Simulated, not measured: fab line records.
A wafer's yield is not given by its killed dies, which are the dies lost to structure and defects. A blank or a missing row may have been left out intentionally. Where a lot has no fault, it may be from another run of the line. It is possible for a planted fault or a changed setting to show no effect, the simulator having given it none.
fab line records    flow sky130
[record] lots = 5  wafers = 15  last-day = 49
route steps=708 shown VIA4@641 METAL5@661 PASSIVATION@681 PAD_OPEN@708
lots untouched by any fault: they come from a run of this same line in which no faults occurred
start-h: hours from the record's opening day to when the first of the lot's shown wafers began    wait-h: hours elapsed since this lot's preceding step    " as in the row above    L1.1+2: a single row standing in for several wafers    - either no value or no given start    * or withheld: withheld    < > ~ a bound
route shown NAME@n: a module of which the file shows steps, and the number in the route of the first    usual: average and standard deviation across the fault-free wafers    same: alike in all rows    chamber/n: place in a boat    sites: readings site by site    _std_site: their standard deviation    _edge_site: inner sites' mean taken away from outer sites' mean    radius-mm: how far each site lies from the wafer's centre    mask NAME#n: copy n    behind: the most recent tool/chamber to have shaped the wafer    hold: why the lot went on hold/how many hours it stayed there/how the hold came to an end    device: whichever transistor did not switch (one of n, p or np)    end of line: at the end of the route, the tests of the same wafers    a step with no rows: only its recipe    killed: the dies lost at the first sort to structure and to defects; this is not the yield of the wafer    map: a wafer's dies, marking killed ones x, the rest . and places with no die _
set.NAME: setting as actually run; set.NAME@STEP: the setting as run at that earlier step    model.NAME: the simulator's own value behind a step, which no gauge read
lots seen at some steps along the route; tables by step, rows by wafer
services: a tool's chamber out of use, with start hour (start-h, from the record's first day; less than 0 if before it), hours out, and reason
[[steps]]
[step SKY_VIA4_CMP_02]
[recipe] material = SiO2  down-force-psi = 4  platen-rpm = 60  pad-velocity-m-s = 0.94248
[step SKY_VIA4_BOW_MEAS_03]
[recipe] mode = bow
[usual] VIA4_BOW = 79/8.3
lot.wafer  tool           chamber  start-h  wait-h  VIA4_BOW[um]
L758.2     film-metro-03  -        977.18   0.3     86
L758.3     "              -        "        "       88
L758.4     "              -        "        "       81
L757.2     film-metro-01  -        979.58   0.1     76
L757.3     "              -        "        "       70
L757.4     "              -        "        "       78
L759.1     film-metro-01  -        986.76   0.1     83
L759.2     "              -        "        "       79
L759.6     "              -        "        "       67
L769.2     film-metro-03  -        1073.02  0.2     82
L769.4     "              -        "        "       63
L769.6     "              -        "        "       77
L776.3     film-metro-03  -        1092.54  0.3     87
L776.5     "              -        "        "       80
L776.6     "              -        "        "       79
[step SKY_VIA4_DEHYDRATE_04]
[recipe] temp-c = 200  time-s = 60
[step SKY_VIA4_HMDS_05]
[recipe] prime-time-s = 60  prime-temp-c = 120
[step SKY_VIA4_COAT_06]
[recipe] resist = NOVOLAK  spin-rpm = 3000  resist-thk-nm = 1140
[step SKY_VIA4_SOFTBAKE_07]
[recipe] temp-c = 90  time-s = 60  resist = NOVOLAK
[step SKY_VIA4_EXPOSE_08]
[recipe] mask-id = VIM4  na = 0.6  source-shape = conventional  sigma-outer = 0.6  polarization = unpolarized  target-cd-nm = 800  dose-mj = 132
[step SKY_VIA4_PEB_09]
[recipe] temp-c = withheld  time-s = *  resist = NOVOLAK
[step SKY_VIA4_DEVELOP_10]
[recipe] resist = NOVOLAK  developer = TMAH  develop-time-s = 60  dev-temp-c = 23
[step SKY_VIA4_OVL_MEAS_11]
[usual] VIA4_OVL = -0.6/1.1
lot.wafer  tool        chamber  start-h  wait-h  VIA4_OVL[nm]
L758.2     overlay-01  -        999.54   0.1     -2.0
L758.3     "           -        "        "       0.2
L758.4     "           -        "        "       -0.7
L757.2     overlay-01  -        1001.32  0.1     -0.3
L757.3     "           -        "        "       0.9
L757.4     "           -        "        "       0.8
L759.1     overlay-01  -        1009.12  0.1     1.6
L759.2     "           -        "        "       0.1
L759.6     "           -        "        "       -0.4
L769.2     overlay-02  -        1093.04  0.1     -2.1
L769.4     "           -        "        "       -1.6
L769.6     "           -        "        "       -1.0
L776.3     overlay-01  -        1111.83  0.1     0.9
L776.5     "           -        "        "       1.4
L776.6     "           -        "        "       0.3
[step SKY_VIA4_ETCH_12]
[recipe] target = SiO2  chemistry = C4F8/O2/Ar  stop-on = TiN  mask-material = NOVOLAK  source-w = 1500  bias-w = 1200  pressure-mtorr = 40  c4f8-flow-sccm = withheld  O2_flow_sccm = 6  Ar_flow_sccm = 300  time-s = withheld  target-depth-a = 5800
[step SKY_VIA4_STRIP_13]
[recipe] chemistry = O2/N2  power-w = 1400  pressure-mtorr = 1500  platen-temp-c = withheld  o2-flow-sccm = 3000  n2-flow-sccm = 300  overash-fraction = 0.5
[step SKY_VIA4_STRIP_14]
[recipe] chemistry = post-etch-residue-remover  time-s = 1200  temp-c = 72.5
lot.wafer   tool          chamber  start-h  wait-h
L758.2+3+4  wet-bench-03  1        999.74   0.1
L757.2+3+4  wet-bench-04  2        1001.52  0.1
L759.1+2+6  wet-bench-04  3        1009.33  0.1
L769.2+4+6  wet-bench-03  3        1093.24  0.1
L776.3+5+6  wet-bench-04  3        1112.03  0.0
[step SKY_VIA4_CLEAN_15]
[recipe] chemistry = IPA  time-s = 180  temp-c = 25
[step SKY_VIA4_CLEAN_16]
[recipe] chemistry = O3/DIW  dry = n2-spin
[step SKY_VIA4_SPUTTER_17]
[recipe] material = TiN  target-thk-nm = 20  chamber-pressure-pa = 5  power-w = 4000  time-s = 80
[usual] throttle-valve-pct = 30.8/1.1
lot.wafer  tool            chamber  start-h  wait-h  throttle-valve-pct
L758.2     pvd-sputter-02  -        1000.24  0.0     30.1
L758.3     "               -        "        "       30.7
L758.4     "               -        "        "       28.5
L757.2     pvd-sputter-01  -        1002.06  0.0     31.0
L757.3     "               -        "        "       33.2
L757.4     "               -        "        "       31.2
L759.1     pvd-sputter-01  -        1009.82  0.0     29.5
L759.2     "               -        "        "       30.7
L759.6     "               -        "        "       31.2
L769.2     pvd-sputter-01  -        1093.73  0.0     30.7
L769.4     "               -        "        "       31.1
L769.6     "               -        "        "       29.7
L776.3     pvd-sputter-02  -        1112.52  0.0     30.1
L776.5     "               -        "        "       30.6
L776.6     "               -        "        "       30.2
[step SKY_VIA4_CVD_18]
[recipe] material = W  target-thk-nm = 505  time-s = 152.14  temp-c = 400  pressure-torr = 40
[step SKY_VIA4_RS_MEAS_19]
[recipe] thk-meas-gauge = four-point-probe  reads = W_of_VIA4_CVD_18+TiN_of_VIA4_SPUTTER_17
[usual] VIA4_W_RS = 0.2284/0.0024
lot.wafer  tool           chamber  start-h  wait-h  VIA4_W_RS[ohm/sq]
L758.2     film-metro-03  -        1000.48  0.1     0.2238
L758.3     "              -        "        "       0.2254
L758.4     "              -        "        "       0.2279
L757.2     film-metro-04  -        1002.29  0.1     0.2256
L757.3     "              -        "        "       0.2250
L757.4     "              -        "        "       0.2286
L759.1     film-metro-04  -        1010.03  0.1     0.2258
L759.2     "              -        "        "       0.2246
L759.6     "              -        "        "       0.2269
L769.2     film-metro-03  -        1093.97  0.1     0.2249
L769.4     "              -        "        "       0.2284
L769.6     "              -        "        "       0.2267
L776.3     film-metro-01  -        1112.78  0.1     0.2279
L776.5     "              -        "        "       0.2307
L776.6     "              -        "        "       0.2288
[step SKY_VIA4_THK_MEAS_20]
[recipe] thk-meas-gauge = xrf  reads = W_of_VIA4_CVD_18
[usual] VIA4_W_THK = 503/6.1
lot.wafer  tool           chamber  start-h  wait-h  VIA4_W_THK[nm]
L758.2     film-metro-03  -        1000.59  0.1     509
L758.3     "              -        "        "       507
L758.4     "              -        "        "       503
L757.2     film-metro-04  -        1002.40  0.1     510
L757.3     "              -        "        "       512
L757.4     "              -        "        "       504
L759.1     film-metro-04  -        1010.15  0.1     506
L759.2     "              -        "        "       508
L759.6     "              -        "        "       504
L769.2     film-metro-03  -        1094.08  0.1     510
L769.4     "              -        "        "       502
L769.6     "              -        "        "       507
L776.3     film-metro-01  -        1112.88  0.1     506
L776.5     "              -        "        "       499
L776.6     "              -        "        "       502
[step SKY_VIA4_CMP_21]
[recipe] stop-on = SiO2  t-overpolish-s = 25  down-force-psi = 3.5  platen-rpm = 60  target-thk-nm = 0  pad-velocity-m-s = 0.94248
[step SKY_METAL5_SPUTTER_00]
[recipe] material = Ti  target-thk-nm = 15  power-w = 3000  time-s = 10  chamber-pressure-pa = 0.4
[usual] throttle-valve-pct = 30.4/1.5
lot.wafer  tool            chamber  start-h  wait-h  throttle-valve-pct
L758.2     pvd-sputter-01  -        1000.94  0.1     30.1
L758.3     "               -        "        "       30.9
L758.4     "               -        "        "       33.3
L757.2     pvd-sputter-03  -        1002.75  0.2     29.6
L757.3     "               -        "        "       27.4
L757.4     "               -        "        "       30.3
L759.1     pvd-sputter-01  -        1010.51  0.2     31.2
L759.2     "               -        "        "       30.9
L759.6     "               -        "        "       31.1
L769.2     pvd-sputter-03  -        1094.43  0.2     29.7
L769.4     "               -        "        "       27.4
L769.6     "               -        "        "       29.7
L776.3     pvd-sputter-01  -        1113.22  0.2     29.8
L776.5     "               -        "        "       33.3
L776.6     "               -        "        "       29.7
[step SKY_METAL5_SPUTTER_01]
[recipe] material = TiN  target-thk-nm = 20  power-w = 6500  time-s = 16.7  chamber-pressure-pa = 0.4
[usual] throttle-valve-pct = 30.4/1.6
lot.wafer  tool            chamber  start-h  wait-h  throttle-valve-pct
L758.2     pvd-sputter-01  -        1000.96  0.0     29.8
L758.3     "               -        "        "       31.3
L758.4     "               -        "        "       33.4
L757.2     pvd-sputter-03  -        1002.77  0.0     29.6
L757.3     "               -        "        "       27.4
L757.4     "               -        "        "       30.5
L759.1     pvd-sputter-01  -        1010.54  0.0     30.9
L759.2     "               -        "        "       30.8
L759.6     "               -        "        "       31.1
L769.2     pvd-sputter-03  -        1094.45  0.0     29.5
L769.4     "               -        "        "       27.2
L769.6     "               -        "        "       29.8
L776.3     pvd-sputter-01  -        1113.24  0.0     29.8
L776.5     "               -        "        "       33.4
L776.6     "               -        "        "       29.6
[step SKY_METAL5_SPUTTER_02]
[recipe] material = AlCu  target-thk-nm = 1150  power-w = 10600  time-s = 61.2  chamber-pressure-pa = 0.4
[step SKY_METAL5_SPUTTER_03]
[recipe] material = Ti  target-thk-nm = 5  power-w = 3000  time-s = 3.3  chamber-pressure-pa = 0.4
[usual] throttle-valve-pct = 30.4/1.6
lot.wafer  tool            chamber  start-h  wait-h  throttle-valve-pct
L758.2     pvd-sputter-01  -        1001.04  0.0     30.0
L758.3     "               -        "        "       31.2
L758.4     "               -        "        "       33.4
L757.2     pvd-sputter-03  -        1002.85  0.0     29.6
L757.3     "               -        "        "       27.3
L757.4     "               -        "        "       30.2
L759.1     pvd-sputter-01  -        1010.61  0.0     31.2
L759.2     "               -        "        "       30.7
L759.6     "               -        "        "       31.0
L769.2     pvd-sputter-03  -        1094.52  0.0     29.9
L769.4     "               -        "        "       27.4
L769.6     "               -        "        "       29.6
L776.3     pvd-sputter-01  -        1113.31  0.0     29.7
L776.5     "               -        "        "       33.1
L776.6     "               -        "        "       30.0
[step SKY_METAL5_SPUTTER_04]
[recipe] material = TiN  target-thk-nm = 70  power-w = 6500  time-s = 58.3  chamber-pressure-pa = 0.4
[step SKY_METAL5_RS_MEAS_05]
[recipe] thk-meas-gauge = four-point-probe  reads = TiN_of_METAL5_SPUTTER_04+Ti_of_METAL5_SPUTTER_03+AlCu_of_METAL5_SPUTTER_02+TiN_of_METAL5_SPUTTER_01+Ti_of_METAL5_SPUTTER_00
[usual] METAL5_ALCU_RS = 0.02714/0.00022
lot.wafer  tool           chamber  start-h  wait-h  METAL5_ALCU_RS[ohm/sq]
L758.2     film-metro-03  -        1001.12  0.0     0.02681
L758.3     "              -        "        "       0.02707
L758.4     "              -        "        "       0.02692
L757.2     film-metro-03  -        1002.94  0.0     0.02733
L757.3     "              -        "        "       0.02759
L757.4     "              -        "        "       0.02712
L759.1     film-metro-02  -        1010.68  0.0     0.02742
L759.2     "              -        "        "       0.02742
L759.6     "              -        "        "       0.02768
L769.2     film-metro-02  -        1094.61  0.0     0.02717
L769.4     "              -        "        "       0.02761
L769.6     "              -        "        "       0.02747
L776.3     film-metro-04  -        1113.42  0.1     0.02659
L776.5     "              -        "        "       0.02688
L776.6     "              -        "        "       0.02693
[step SKY_METAL5_THK_MEAS_06]
[recipe] thk-meas-gauge = xrf  reads = AlCu_of_METAL5_SPUTTER_02
[usual] METAL5_ALCU_THK = 1147/14
lot.wafer  tool           chamber  start-h  wait-h  METAL5_ALCU_THK[nm]
L758.2     film-metro-03  -        1001.23  0.1     1164
L758.3     "              -        "        "       1160
L758.4     "              -        "        "       1162
L757.2     film-metro-03  -        1003.05  0.1     1146
L757.3     "              -        "        "       1134
L757.4     "              -        "        "       1154
L759.1     film-metro-02  -        1010.80  0.1     1133
L759.2     "              -        "        "       1131
L759.6     "              -        "        "       1119
L769.2     film-metro-02  -        1094.72  0.1     1131
L769.4     "              -        "        "       1110
L769.6     "              -        "        "       1124
L776.3     film-metro-04  -        1113.52  0.1     1165
L776.5     "              -        "        "       1149
L776.6     "              -        "        "       1154
[step SKY_METAL5_DEHYDRATE_07]
[recipe] temp-c = 200  time-s = 60
[step SKY_METAL5_HMDS_08]
[recipe] prime-time-s = 60  prime-temp-c = 120
[step SKY_METAL5_COAT_09]
[recipe] resist = NOVOLAK  spin-rpm = 3000  resist-thk-nm = 1800
[step SKY_METAL5_SOFTBAKE_10]
[recipe] temp-c = 90  time-s = 60  resist = NOVOLAK
[step SKY_METAL5_EXPOSE_11]
[recipe] mask-id = MM5  na = 0.6  source-shape = conventional  sigma-outer = 0.6  polarization = unpolarized  target-cd-nm = 1600  dose-mj = 190
[step SKY_METAL5_PEB_12]
[recipe] temp-c = withheld  time-s = *  resist = NOVOLAK
[step SKY_METAL5_DEVELOP_13]
[recipe] resist = NOVOLAK  developer = TMAH  develop-time-s = 60  dev-temp-c = 23
[step SKY_METAL5_DESCUM_14]
[recipe] chemistry = O2  source-power-w = 150  bias-power-w = 0  pressure-mtorr = 10  temp-c = 40  time-s = 11
[step SKY_METAL5_METAL_ETCH_15]
[recipe] target-depth-a = 12600  stop-on = SiO2  over-etch-frac = 0.2  time-s = 252  chemistry = Cl2/BCl3  resist-sidewall-deg = 86  pressure-mtorr = 10  icp-w = 900  bias-w = 48.5  Cl2_flow_sccm = 60  bcl3-flow-sccm = 30
[usual] drypump-motor-current-A = 5.9/0.39  oes-product-au = 0.894/0.0051  throttle-valve-pct = 22.264/0.0095
lot.wafer  tool          chamber  start-h  wait-h  drypump-motor-current-A  oes-product-au  rf-hours-counter-h  throttle-valve-pct
L758.2     rie-metal-02  0        1023.51  0.0     6.3                      0.891           11                  22.278
L758.3     "             1        "        "       6.5                      0.889           -                   22.258
L758.4     "             0        "        "       6.3                      0.894           -                   22.263
L757.2     rie-metal-04  1        1025.75  0.0     6.0                      0.897           9                   22.254
L757.3     "             0        "        "       5.3                      0.896           -                   22.264
L757.4     "             1        "        "       6.0                      0.897           -                   22.261
L759.1     rie-metal-01  1        1033.65  0.0     5.6                      0.897           6                   22.269
L759.2     "             0        "        "       5.7                      0.898           0                   22.264
L759.6     "             0        "        "       5.7                      0.886           -                   22.263
L769.2     rie-metal-02  0        1113.86  0.0     6.4                      0.893           18                  22.255
L769.4     "             1        "        "       6.4                      0.891           -                   22.253
L769.6     "             0        "        "       6.4                      0.895           -                   22.250
L776.3     rie-metal-04  0        1132.39  0.1     5.3                      0.894           -                   22.275
L776.5     "             0        "        "       5.3                      0.900           -                   22.267
L776.6     "             1        "        "       6.0                      0.898           -                   22.266
[step SKY_METAL5_STRIP_16]
[recipe] chemistry = O2/N2  power-w = 1400  pressure-mtorr = 1500  platen-temp-c = withheld  o2-flow-sccm = 3000  n2-flow-sccm = 300  overash-fraction = 0.5
[step SKY_METAL5_STRIP_17]
[recipe] chemistry = post-etch-residue-remover  time-s = 1200  temp-c = 72.5
[step SKY_METAL5_CLEAN_18]
[recipe] chemistry = IPA  time-s = 180  temp-c = 25
[step SKY_METAL5_CLEAN_19]
[recipe] chemistry = O3/DIW  dry = n2-spin
[step SKY_PASSIVATION_CVD_00]
[recipe] material = SiO2  target-thk-nm = 90  temp-c = 400  time-s = withheld  rf-w = 600
[step SKY_PASSIVATION_THK_MEAS_01]
[recipe] reads = SiO2_of_PASSIVATION_CVD_00
[usual] PASSIVATION_CVD_00_THK = 90.1/1.1
lot.wafer  tool           chamber  start-h  wait-h  PASSIVATION_CVD_00_THK[nm]
L758.2     film-metro-04  -        1024.46  -       89.0
L758.3     "              -        "        "       86.3
L758.4     "              -        "        "       91.1
L757.2     film-metro-01  -        1026.75  -       90.2
L757.3     "              -        "        "       89.8
L757.4     "              -        "        "       91.7
L759.1     film-metro-01  -        1034.66  -       89.8
L759.2     "              -        "        "       89.4
L759.6     "              -        "        "       91.3
L769.2     film-metro-04  -        1114.71  -       88.6
L769.4     "              -        "        "       88.1
L769.6     "              -        "        "       90.8
L776.3     film-metro-04  -        1133.18  -       90.6
L776.5     "              -        "        "       91.6
L776.6     "              -        "        "       91.1
[step SKY_PAD_OPEN_PROBE_99]
[usual] defect-limited-yield = 82.3/2  killed_at_M0_to_M3 = 44/7.1  killed_at_M4_up = 3.3/1.8  killed-at-contacts = 24/5.1  killed-at-front-end = 16/4.7  killed-at-other = 0.3/0.52  killed-dies = 87/9.7  killed-open = 47/6.8  killed-short = 39/6.7  sort_bin_3_pad_short = 0.9/0.43  sort_bin_5_function = 10.4/1.4  sort_bin_6_memory = 6.4/1.2  sort-n-pass = 405/9.7  sort-yield-pct = 82.3/2
[same] gross-dies = 492  killed-at-back-side = 0  sort_bin_4_leakage[%] = 0  sort_bin_8_speed[%] = 0
lot.wafer  tool       chamber  start-h  wait-h  defect-limited-yield[%]  killed_at_M0_to_M3  killed_at_M4_up  killed-at-contacts  killed-at-front-end  killed-at-other  killed-dies  killed-open  killed-short  sort_bin_3_pad_short[%]  sort_bin_5_function[%]  sort_bin_6_memory[%]  sort-n-pass  sort-yield-pct[%]  model.etest.tester.sort-n-pass  model.etest.tester.sort-yield-pct  model.etest.tester.sort_bin_5_pct  model.etest.tester.sort_bin_3_pct
L758.2     prober-01  -        1071.28  0.1     82.1                     41                  5                27                  15                   0                88           61           26            0.8                      10.2                    6.9                   404          82.1               404                             82.11                              10.16                              0.813
L758.3     prober-01  -        1071.33  0.2     79.3                     53                  5                29                  15                   0                102          60           42            0.6                      11.8                    8.3                   390          79.3               390                             79.27                              11.79                              0.6098
L758.4     prober-01  -        1071.38  0.2     79.5                     53                  4                33                  11                   0                101          56           44            0.4                      11.6                    8.5                   391          79.5               391                             79.47                              11.59                              0.4065
L757.2     prober-02  -        1073.44  0.1     87.0                     27                  6                21                  10                   0                64           29           35            0.4                      7.1                     5.5                   428          87.0               428                             86.99                              7.114                              0.4065
L757.3     prober-02  -        1073.49  0.2     84.6                     47                  4                17                  8                    0                76           42           34            0.8                      8.5                     6.1                   416          84.6               416                             84.55                              8.537                              0.813
L757.4     prober-02  -        1073.54  0.2     82.7                     55                  2                21                  7                    0                85           48           37            0.2                      11.0                    6.1                   407          82.7               407                             82.72                              10.98                              0.2033
L759.1     prober-01  -        1081.75  0.1     81.9                     43                  3                25                  18                   0                89           44           45            1.0                      9.6                     7.5                   403          81.9               403                             81.91                              9.553                              1.016
L759.2     prober-01  -        1081.80  0.1     82.7                     40                  5                23                  17                   0                85           56           29            1.0                      10.6                    5.7                   407          82.7               407                             82.72                              10.57                              1.016
L759.6     prober-01  -        1082.00  0.2     85.4                     32                  3                21                  15                   1                72           39           33            1.0                      7.3                     6.3                   420          85.4               420                             85.37                              7.317                              1.016
L769.2     prober-02  -        1155.50  0.1     74.0                     39                  54               22                  13                   0                128          45           28            2.2                      18.1                    5.7                   364          74.0               364                             73.98                              18.09                              2.236
L769.4     prober-02  -        1155.60  0.2     72.8                     43                  55               21                  15                   0                134          44           37            2.4                      17.9                    6.9                   358          72.8               358                             72.76                              17.89                              2.439
L769.6     prober-02  -        1155.70  0.2     74.6                     32                  57               18                  18                   0                125          39           35            3.9                      16.3                    5.3                   367          74.6               367                             74.59                              16.26                              3.862
L776.3     prober-02  -        1172.57  0.2     82.1                     39                  3                32                  14                   0                88           45           43            1.0                      10.8                    6.1                   404          82.1               404                             82.11                              10.77                              1.016
L776.5     prober-02  -        1172.67  0.2     87.0                     33                  2                15                  14                   0                64           42           22            0.6                      7.7                     4.7                   428          87.0               428                             86.99                              7.724                              0.6098
L776.6     prober-02  -        1172.72  0.2     83.7                     43                  2                21                  14                   0                80           41           39            0.6                      10.0                    5.7                   412          83.7               412                             83.74                              9.959                              0.6098
// killed by level:class
L758.2 CONTACT:geometric-particle:open=15 VIA2:geometric-particle:open=9 VIA1:geometric-particle:open=8 VIA3:geometric-particle:open=7 FIELD_ISO:geometric-particle:open=5 SPACER:geometric-particle:open=4 METAL2:geometric-particle:short=4 METAL1:geometric-particle:short=4
L758.3 VIA1:geometric-particle:open=16 LI_CONTACT:geometric-particle:open=12 CONTACT:geometric-particle:open=9 METAL2:geometric-particle:short=8 VIA2:geometric-particle:open=7 VIA1:geometric-particle:short=6 METAL1:geometric-particle:short=5 VIA3:geometric-particle:open=5
L758.4 LI_CONTACT:geometric-particle:open=14 CONTACT:geometric-particle:open=11 METAL2:geometric-particle:short=9 VIA1:geometric-particle:open=7 VIA2:geometric-particle:open=7 VIA2:geometric-particle:short=6 FIELD_ISO:geometric-particle:short=4 FIELD_ISO:geometric-particle:open=4
L757.2 LOCAL_INTERCONNECT:geometric-particle:short=7 LI_CONTACT:geometric-particle:open=6 VIA1:geometric-particle:open=6 CONTACT:geometric-particle:open=5 VIA1:geometric-particle:short=5 METAL4:geometric-particle:short=5 POLY_GATE:geometric-particle:short=3 METAL2:geometric-particle:short=3
L757.3 VIA1:geometric-particle:open=11 CONTACT:geometric-particle:open=8 VIA1:geometric-particle:short=7 LOCAL_INTERCONNECT:geometric-particle:short=5 METAL2:geometric-particle:open=5 METAL2:geometric-particle:short=5 VIA2:geometric-particle:open=4 METAL3:geometric-particle:short=4
L757.4 VIA1:geometric-particle:open=13 VIA3:geometric-particle:open=11 VIA2:geometric-particle:open=8 CONTACT:geometric-particle:open=8 METAL1:geometric-particle:short=6 VIA1:geometric-particle:short=5 METAL2:geometric-particle:short=5 LI_CONTACT:geometric-particle:open=4
L759.1 VIA1:geometric-particle:open=9 CONTACT:geometric-particle:open=8 CONTACT:geometric-particle:short=7 VIA1:geometric-particle:short=7 FIELD_ISO:geometric-particle:short=6 VIA3:geometric-particle:open=6 VIA2:geometric-particle:open=5 POLY_GATE:geometric-particle:open=4
L759.2 VIA2:geometric-particle:open=11 VIA1:geometric-particle:open=9 CONTACT:geometric-particle:open=8 LI_CONTACT:geometric-particle:open=7 METAL1:geometric-particle:short=5 FIELD_ISO:geometric-particle:open=4 POLY_GATE:geometric-particle:open=4 LI_CONTACT:geometric-particle:short=3
L759.6 CONTACT:geometric-particle:open=12 VIA1:geometric-particle:open=7 VIA1:geometric-particle:short=6 SPACER:geometric-particle:open=4 LI_CONTACT:geometric-particle:open=4 METAL1:geometric-particle:short=4 VIA2:geometric-particle:open=3 VIA3:geometric-particle:open=3
L769.2 VIA4:unspecified=53 CONTACT:geometric-particle:open=8 VIA2:geometric-particle:open=8 VIA1:geometric-particle:open=6 VIA3:geometric-particle:open=6 FIELD_ISO:geometric-particle:open=5 FIELD_ISO:geometric-particle:short=4 METAL1:geometric-particle:short=4
L769.4 VIA4:unspecified=52 VIA1:geometric-particle:open=10 METAL1:geometric-particle:short=9 CONTACT:geometric-particle:open=9 VIA2:geometric-particle:open=7 FIELD_ISO:geometric-particle:open=5 VIA3:geometric-particle:open=5 POLY_GATE:geometric-particle:short=4
L769.6 VIA4:unspecified=51 FIELD_ISO:geometric-particle:short=7 CONTACT:geometric-particle:open=7 LOCAL_INTERCONNECT:geometric-particle:short=6 FIELD_ISO:geometric-particle:open=5 VIA1:geometric-particle:open=5 METAL1:geometric-particle:short=4 VIA3:geometric-particle:short=4
L776.3 VIA1:geometric-particle:open=10 LI_CONTACT:geometric-particle:open=8 CONTACT:geometric-particle:short=8 LI_CONTACT:geometric-particle:short=7 CONTACT:geometric-particle:open=5 VIA1:geometric-particle:short=5 METAL2:geometric-particle:short=5 POLY_GATE:geometric-particle:short=4
L776.5 VIA1:geometric-particle:open=7 VIA3:geometric-particle:open=7 CONTACT:geometric-particle:open=6 VIA2:geometric-particle:open=6 FIELD_ISO:geometric-particle:open=4 LI_CONTACT:geometric-particle:open=4 FIELD_ISO:geometric-particle:short=3 POLY_GATE:geometric-particle:short=3
L776.6 VIA1:geometric-particle:open=10 VIA1:geometric-particle:short=9 VIA2:geometric-particle:open=9 CONTACT:geometric-particle:open=7 LOCAL_INTERCONNECT:geometric-particle:short=5 FIELD_ISO:geometric-particle:short=4 CONTACT:geometric-particle:short=4 VIA3:geometric-particle:open=4
// map L769.4 (x killed, . not)
__________..x......._________
________.....x.......x_______
______..x..x..xx......xx_____
_____.....xxxxxxx.x.....x____
____......xxxxxxxxx.......___
___.x.....xxxxxxxx..xx..x..__
__........xxxxxxxx.x...x..x._
_x........xxxxxxxx.x......x..
_.x...xx.xxxxxxx.x......x....
_.x...x.......xxxx.xx........
_.x...x.....................x
_.....x.......x..x...........
_..x....x.xx.....xx..........
_.....x.x..x........x...x....
_.....x.xx...........x.......
__....x.....x...x...x...x..._
___.x....x....x...........x__
____.xxx.x....x...xx..xx.x___
_____xx.xx.............x.____
______....x.....x......._____
________x..x...x.x...._______
__________....x....x_________
// map L758.3 (x killed, . not)
__________...xxxx..._________
________....xx.....x.._______
______............x....._____
_____xx.......x..........____
____.x......x......x....xx___
___......x..x..x...........__
__....x.....x..x..xx..x....._
_...xx..........x.x....x....x
_.x.........x......x..x..x...
_x.........x......x....x.xx..
_..x.xx..x....x..x...x...xx..
_x.....x.....x...x....x...x.x
_....x..xx.................x.
_.....xxxx.x..x.....x......x.
_..x..x........x......x...x..
__..x.................x.x..._
___...xx......x.........x..__
____.x......xxx..x.x.x....___
_____.x............xx.xxx____
______..............xxxx_____
________.........x...._______
__________xx........_________
[[services]]
tool            chamber  start-h  hours  kind
pvd-sputter-02  -        1003.50  3.2    repair
pvd-sputter-02  0        1014.48  -      consumable-replace:kit
pvd-sputter-02  0        1014.48  18.0   scheduled-down
pvd-sputter-02  0        1014.48  18.0   vent-cycle
rie-metal-01    0        1016.04  -      clean
rie-metal-01    0        1016.04  15.0   scheduled-down
rie-metal-01    0        1016.04  15.0   vent-cycle
wet-bench-04    -        1024.39  2.1    repair
rie-metal-01    -        1039.36  0.6    repair
rie-metal-04    1        1053.16  7.4    repair
pvd-sputter-03  2        1064.48  -      consumable-replace:kit
pvd-sputter-03  2        1064.48  18.0   scheduled-down
pvd-sputter-03  2        1064.48  18.0   vent-cycle
pvd-sputter-02  -        1073.56  7.9    repair
pvd-sputter-01  -        1075.63  2.3    repair
rie-metal-01    0        1083.38  21.9   repair
pvd-sputter-02  -        1103.59  2.6    repair
pvd-sputter-02  3        1131.54  -      consumable-replace:kit
pvd-sputter-02  3        1131.54  18.0   scheduled-down
pvd-sputter-02  3        1131.54  18.0   vent-cycle
[[key]]
[first-sign] step = SKY_PAD_OPEN_PROBE_99  reading = killed_at_M4_up  direction = up  sigmas = 29  usual = 3.3  struck = 55.3
[effect] step = SKY_PAD_OPEN_PROBE_99  reading = sort_bin_5_function  direction = up  sigmas = 5.2  usual = 10.4  struck = 17.4
[model-effect] step = SKY_PAD_OPEN_PROBE_99  value = etest.tester.sort-n-pass  without = 409.7  struck = 363
met-at SKY_VIA4_STRIP_14
struck-wafers L769.2,L769.4,L769.6
also-fits SKY_VIA4_SPUTTER_17:pvd-sputter-01,SKY_METAL5_SPUTTER_00:pvd-sputter-03,SKY_METAL5_SPUTTER_01:pvd-sputter-03,SKY_METAL5_SPUTTER_03:pvd-sputter-03
[fault] kind = chamber-particle-source  tool = wet-bench-03  chamber = 3  onset-h = 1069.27  steps = SKY_VIA4_STRIP_14  rate-per-visit-cm2 = 0.92589  end-h = 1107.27
